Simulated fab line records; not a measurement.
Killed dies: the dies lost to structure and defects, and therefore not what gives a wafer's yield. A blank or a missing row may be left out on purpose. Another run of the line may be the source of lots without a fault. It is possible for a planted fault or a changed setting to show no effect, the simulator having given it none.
Chamber matching | flow sfqLine | cmp-01 running SFQ_TRILAYER_I1_CMP_CMP_046: 4 sister chambers
The step polishes SiO2. 16 wafers are shown with their chamber, then 8 later ones without.

WAFERS WITH THEIR CHAMBER
wafer  | chamber | motorCurrentA (A) | timeToEndpointS (s)
L380.1 | 3       | 10.2              | 205
L380.2 | 2       | 9.1               | 214
L380.3 | 1       | 11.4              | 217
L381.1 | 2       | 9.1               | 221
L381.3 | 0       | 10.1              | 222
L381.5 | 2       | 9.2               | 216
L382.2 | 0       | 10.5              | 216
L382.4 | 3       | 10.2              | 214
L382.6 | 3       | 10.4              | 222
L397.1 | 2       | 9.3               | 206
L397.4 | 3       | 10.5              | 213
L397.6 | 0       | 9.7               | 221
L399.3 | 1       | 11.4              | 213
L399.4 | 3       | 10.6              | 216
L399.6 | 0       | 9.8               | 226
L400.4 | 2       | 9.0               | 226

SIGNATURES (means of the wafers above)
reading         | chamber 0 | chamber 1 | chamber 2 | chamber 3 | scatter within a chamber
motorCurrentA   | 10.025    | 11.400    | 9.140     | 10.380    | 0.217
timeToEndpointS | 221.25    | 215.00    | 216.60    | 214.00    | 6.03
Rule: a wafer's distance from a chamber is the root of the sum, over the readings, of the square of ((its reading less the chamber's mean) divided by the reading's scatter). The wafer belongs to the nearest chamber; if the next one is less than 2 further off, it can't be placed. How the scatter is found: for the shown wafers, subtract from each reading the mean of its chamber, square and add these, divide the total by (wafers less chambers), then take the root.

WAFERS MISSING THEIR CHAMBER
wafer  | motorCurrentA (A) | timeToEndpointS (s)
L400.3 | 9.8               | 224
L400.6 | 10.2              | 211
L401.2 | 9.8               | 211
L401.3 | 10.3              | 207
L401.4 | 10.7              | 212
L402.1 | 10.6              | 204
L402.4 | 9.8               | 226
L402.5 | 9.2               | 221

CHAMBER TAKEN BY EACH
wafer  | from the rows above          | in truth
L400.3 | 0                            | 0
L400.6 | can't be placed: 3 or 0      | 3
L401.2 | can't be placed: 0 or 3 or 2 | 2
L401.3 | can't be placed: 3 or 0      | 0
L401.4 | can't be placed: 3 or 1 or 0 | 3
L402.1 | can't be placed: 3 or 0      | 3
L402.4 | 0                            | 0
L402.5 | 2                            | 2
3 of 8 placed correctly. These rows do not allow placing 5 (true chamber among the candidates in 5). Wrongly placed: 0.
